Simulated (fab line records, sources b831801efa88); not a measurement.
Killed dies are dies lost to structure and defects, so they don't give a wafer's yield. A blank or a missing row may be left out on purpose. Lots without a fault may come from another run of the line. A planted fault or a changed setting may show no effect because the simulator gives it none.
fab line records | flow sfq_line | part 2 of 2: steps 28 to 39 of 39
record lots=5 wafers=15 last_day=77
route steps=325 shown I3@147 M4@148 I4@163 JJ@178
lots that met no fault: from a run of the same line without faults
start_h: hours from the record's first day to the start of the lot's first wafer shown | wait_h: hours since the lot's step before | " the same as in the row above | L1.1+2: a row that stands for several wafers | - no value, or no start given | * or withheld: withheld | < > ~ a bound
route shown NAME@n: a module of which the file shows steps, and the number in the route of the first | usual: mean/standard deviation of fault-free wafers | same: alike in all rows | chamber/n: place in a boat | sites: the reading at each site | _std_site: their standard deviation | _edge_site: outer sites' mean less inner sites' | radius_mm: how far each site lies from the wafer's centre | mask NAME#n: copy n | behind: the tool/chamber that last shaped the wafer | hold: why the lot was held/for how many hours/how that ended | device: the transistor (n, p or np) that didn't switch | end of line: the same wafers' tests at the end of the route | a step without rows: its recipe alone | killed: dies lost to structure and defects at the first sort, not the wafer's yield | map: a wafer's dies, x killed, . not, _ none there
set.NAME: the setting as run; set.NAME@STEP: as run at that earlier step | model.NAME: the simulator's own value behind a step, which no gauge read
lots at some steps of the route; a table a step, a row a wafer
services: from which hour (start_h, from the record's first day; less than 0 if before it) a tool's chamber was out of use, for how many hours, and why
## steps
# step SFQ_TRILAYER_I4_VIA_ETCH_VIA_ETCH_106
# recipe target=SiO2 stop_on=Nb mask_material=PR taper_deg=20 chemistry=CHF3 target_depth_nm=260 source_w=500 bias_w=80 pressure_mtorr=30 time_s=withheld
# usual drypump_motor_current_A=5.9/0.57 oes_product_au=0.854/0.0053 rf_fwd_power_W=497.8/1.7
# columns lot.wafer tool chamber start_h wait_h drypump_motor_current_A oes_product_au rf_fwd_power_W
L079.2 rie_diel-03 2 1000.20 0.0 6.2 0.856 496.3
L079.4 " 1 " " 6.3 0.855 496.7
L079.5 " 2 " " 6.2 0.851 496.6
L083.3 rie_diel-03 3 1037.50 0.0 4.9 0.858 496.2
L083.4 " 0 " " 6.3 0.861 497.4
L083.5 " 0 " " 6.2 0.854 496.6
L086.1 rie_diel-01 1 1054.34 0.0 6.0 0.862 496.8
L086.4 " 3 " " 6.0 0.852 500.0
L086.5 " 3 " " 5.9 0.857 499.7
L088.2 rie_diel-03 1 1064.94 0.0 6.3 0.854 494.1
L088.5 " 1 " " 6.4 0.853 495.4
L088.6 " 0 " " 6.3 0.859 496.1
L093.1 rie_diel-04 2 1119.64 0.0 6.7 0.855 492.5
L093.3 " 3 " " 5.7 0.850 497.9
L093.5 " 3 " " 5.8 0.851 497.4
# step SFQ_TRILAYER_I4_VIA_STRIP_STRIP_107
# recipe gas=O2 power_w=200 platen_temp_c=40 overash_fraction=0.65 chemistry=O2 pressure_mtorr=50
# usual drypump_motor_current_A=5.9/0.36 oes_product_au=1.000/0.012
# columns lot.wafer tool chamber start_h wait_h drypump_motor_current_A oes_product_au rf_hours_counter_h
L079.2 rie_metal-02 0 1000.58 - 5.6 0.997 -
L079.4 " 0 " " 5.6 0.995 -
L079.5 " 0 " " 5.5 0.998 -
L083.3 rie_metal-02 1 1037.81 - 5.7 1.016 -
L083.4 " 0 " " 5.5 0.992 -
L083.5 " 1 " " 5.7 1.006 -
L086.1 rie_metal-02 1 1054.45 - 5.7 1.012 9
L086.4 " 1 " " 5.8 1.014 -
L086.5 " 1 " " 5.8 1.009 -
L088.2 rie_metal-02 1 1065.05 - 5.8 1.003 11
L088.5 " 1 " " 5.8 1.001 -
L088.6 " 0 " " 5.6 0.998 -
L093.1 rie_metal-02 1 1119.75 - 5.8 1.013 20
L093.3 " 0 " " 5.6 0.997 -
L093.5 " 0 " " 5.5 0.995 -
# step SFQ_TRILAYER_I4_VIA_STRIP_SOLV_CLEAN_108
# recipe chemistry=NMP temp_c=70 time_s=600
# usual bath_heat_duty_pct=13.6/1.7
# columns lot.wafer tool chamber start_h wait_h bath_heat_duty_pct
L079.2 wet_bench-02 5 1001.91 1.1 14.2
L079.4 " 6 " " 11.9
L079.5 " 2 " " 14.4
L083.3 wet_bench-04 2 1038.21 0.2 12.7
L083.4 " 5 " " 12.8
L083.5 " 3 " " 11.5
L086.1 wet_bench-03 7 1055.05 0.4 11.1
L086.4 " 0 " " 10.9
L086.5 " 5 " " 15.5
L088.2 wet_bench-04 6 1065.65 0.4 13.6
L088.5 " 7 " " 14.8
L088.6 " 2 " " 12.1
L093.1 wet_bench-04 3 1120.35 0.4 10.7
L093.3 " 7 " " 14.4
L093.5 " 4 " " 17.0
# step SFQ_TRILAYER_JJ_TRILAYER_DEP_PRE_CLEAN_113
# recipe gas=Ar time_s=22.5 bias_v=250
# columns lot.wafer tool chamber start_h wait_h
L079.2+4+5 pvd_sputter-05 - 1002.09 0.0
L083.3+4+5 pvd_sputter-03 - 1038.39 0.0
L086.1+4+5 pvd_sputter-03 - 1055.22 0.0
L088.2+5+6 pvd_sputter-05 - 1065.82 0.0
L093.1+3+5 pvd_sputter-06 - 1120.53 0.0
# step SFQ_TRILAYER_JJ_TRILAYER_DEP_SPUTTER_109
# recipe material=Nb base_pressure_pa=1.33e-06 chamber_pressure_pa=0.1333 substrate_temp_c=20 target_thk_nm=150 power_w=2000 time_s=100
# usual throttle_valve_pct=29.8/0.61
# columns lot.wafer tool chamber start_h wait_h throttle_valve_pct
L079.2 pvd_sputter-05 - 1002.12 0.0 30.4
L079.4 " - " " 29.6
L079.5 " - " " 29.8
L083.3 pvd_sputter-03 - 1038.42 0.0 31.2
L083.4 " - " " 29.7
L083.5 " - " " 30.0
L086.1 pvd_sputter-03 - 1055.25 0.0 30.7
L086.4 " - " " 31.1
L086.5 " - " " 31.2
L088.2 pvd_sputter-05 - 1065.85 0.0 30.4
L088.5 " - " " 30.3
L088.6 " - " " 29.9
L093.1 pvd_sputter-06 - 1120.56 0.0 28.2
L093.3 " - " " 29.8
L093.5 " - " " 29.2
# step SFQ_TRILAYER_JJ_TRILAYER_DEP_SPUTTER_110
# recipe material=Al base_pressure_pa=1.33e-06 target_thk_nm=8 power_w=500 time_s=10 chamber_pressure_pa=0.4
# usual throttle_valve_pct=29.8/0.62
# columns lot.wafer tool chamber start_h wait_h throttle_valve_pct
L079.2 pvd_sputter-05 - 1002.19 0.0 30.3
L079.4 " - " " 29.6
L079.5 " - " " 29.8
L083.3 pvd_sputter-03 - 1038.49 0.0 31.4
L083.4 " - " " 29.4
L083.5 " - " " 29.8
L086.1 pvd_sputter-03 - 1055.32 0.0 30.9
L086.4 " - " " 31.2
L086.5 " - " " 31.2
L088.2 pvd_sputter-05 - 1065.92 0.0 30.5
L088.5 " - " " 30.4
L088.6 " - " " 29.6
L093.1 pvd_sputter-06 - 1120.63 0.0 28.2
L093.3 " - " " 29.8
L093.5 " - " " 29.7
# step SFQ_TRILAYER_JJ_TRILAYER_DEP_AL_OXIDATION_111
# recipe pressure_mbar=0.014667 oxidation_time_s=600 temperature_k=293
# columns lot.wafer tool chamber start_h wait_h
L079.2+4+5 pvd_sputter-05 - 1002.21 0.0
L083.3+4+5 pvd_sputter-03 - 1038.51 0.0
L086.1+4+5 pvd_sputter-03 - 1055.35 0.0
L088.2+5+6 pvd_sputter-05 - 1065.95 0.0
L093.1+3+5 pvd_sputter-06 - 1120.65 0.0
# step SFQ_TRILAYER_JJ_TRILAYER_DEP_SPUTTER_112
# recipe material=Nb base_pressure_pa=1.33e-06 chamber_pressure_pa=0.1333 substrate_temp_c=20 target_thk_nm=170 power_w=2000 time_s=113.3
# usual throttle_valve_pct=29.8/0.66
# columns lot.wafer tool chamber start_h wait_h throttle_valve_pct
L079.2 pvd_sputter-05 - 1003.21 0.5 30.0
L079.4 " - " " 29.5
L079.5 " - " " 30.1
L083.3 pvd_sputter-03 - 1039.51 0.5 30.8
L083.4 " - " " 29.8
L083.5 " - " " 30.0
L086.1 pvd_sputter-03 - 1056.35 0.5 31.0
L086.4 " - " " 31.2
L086.5 " - " " 31.4
L088.2 pvd_sputter-05 - 1066.95 0.5 30.3
L088.5 " - " " 30.1
L088.6 " - " " 29.8
L093.1 pvd_sputter-06 - 1121.65 0.5 28.1
L093.3 " - " " 29.7
L093.5 " - " " 29.3
# step SFQ_JJ_RS_MEAS_929
# recipe thk_meas_gauge=four-point-probe reads=Nb_of_TRILAYER_JJ_TRILAYER_DEP_SPUTTER_112
# usual JJ_NB_RS=1.053/0.015
# columns lot.wafer tool chamber start_h wait_h JJ_NB_RS[ohm/sq]
L079.2 film_metro-03 - 1003.31 0.1 1.048
L079.4 " - " " 1.055
L079.5 " - " " 1.047
L083.3 film_metro-04 - 1039.63 0.1 1.070
L083.4 " - " " 1.026
L083.5 " - " " 1.048
L086.1 film_metro-03 - 1056.43 0.0 1.061
L086.4 " - " " 1.066
L086.5 " - " " 1.064
L088.2 film_metro-02 - 1067.05 0.1 1.039
L088.5 " - " " 1.046
L088.6 " - " " 1.050
L093.1 film_metro-02 - 1121.73 0.0 1.032
L093.3 " - " " 1.044
L093.5 " - " " 1.028
# step SFQ_TRILAYER_JJ_CE_LITHO_COAT_119
# recipe resist=BARC spin_rpm=3000 resist_thk_nm=62
# columns lot.wafer tool chamber start_h wait_h
L079.2+4+5 litho_track-04 0 1003.59 0.2
L083.3+4+5 litho_track-01 0 1039.87 0.1
L086.1+4+5 litho_track-04 0 1056.66 0.1
L088.2+5+6 litho_track-04 0 1067.26 0.1
L093.1+3+5 litho_track-03 0 1121.91 0.1
# step SFQ_TRILAYER_JJ_CE_LITHO_COAT_114
# recipe resist=KrF spin_rpm=3000 resist_thk_nm=600
# columns lot.wafer tool chamber start_h wait_h
L079.2+4+5 litho_track-04 0 1003.89 0.2
L083.3+4+5 litho_track-01 0 1040.17 0.2
L086.1+4+5 litho_track-04 0 1056.96 0.2
L088.2+5+6 litho_track-04 0 1067.56 0.2
L093.1+3+5 litho_track-03 0 1122.21 0.2
# step SFQ_TRILAYER_JJ_CE_LITHO_SOFTBAKE_118
# recipe temp_c=withheld time_s=withheld resist=KrF
# columns lot.wafer tool chamber start_h wait_h
L079.2+4+5 litho_track-04 0 1004.16 0.2
L083.3+4+5 litho_track-01 0 1040.42 0.2
L086.1+4+5 litho_track-04 0 1057.26 0.2
L088.2+5+6 litho_track-04 0 1067.83 0.2
L093.1+3+5 litho_track-03 0 1122.51 0.2
## services
# columns tool chamber start_h hours kind
rie_metal-04 1 782.74 5.4 repair
rie_diel-03 - 807.06 2.8 pm
krf_scanner-01 - 807.18 4.4 pm
rie_metal-04 - 826.84 1.4 pm
krf_scanner-01 - 841.55 1.3 pm
krf_scanner-02 - 846.56 1.0 pm
krf_scanner-01 - 851.25 4.0 pm
krf_scanner-02 - 857.16 1.3 pm
cmp-02 - 859.21 0.4 repair
rie_diel-03 2 864.69 9.1 repair
pvd_sputter-03 - 867.63 14.2 repair
pvd_sputter-05 - 895.42 5.0 repair
pvd_sputter-03 - 926.88 26.7 repair
pvd_sputter-06 - 952.90 5.7 repair
pvd_sputter-06 - 972.97 1.6 repair
rie_metal-04 1 980.50 10.8 repair
pvd_sputter-05 - 1006.07 26.3 repair
rie_diel-03 - 1006.47 0.3 repair
rie_diel-03 1 1015.46 4.2 repair
rie_diel-03 - 1016.73 0.4 repair
wet_bench-04 - 1051.71 7.3 repair
rie_metal-04 - 1066.67 2.8 pm
pvd_sputter-06 - 1091.98 2.0 repair
pvd_sputter-05 - 1108.72 1.8 repair
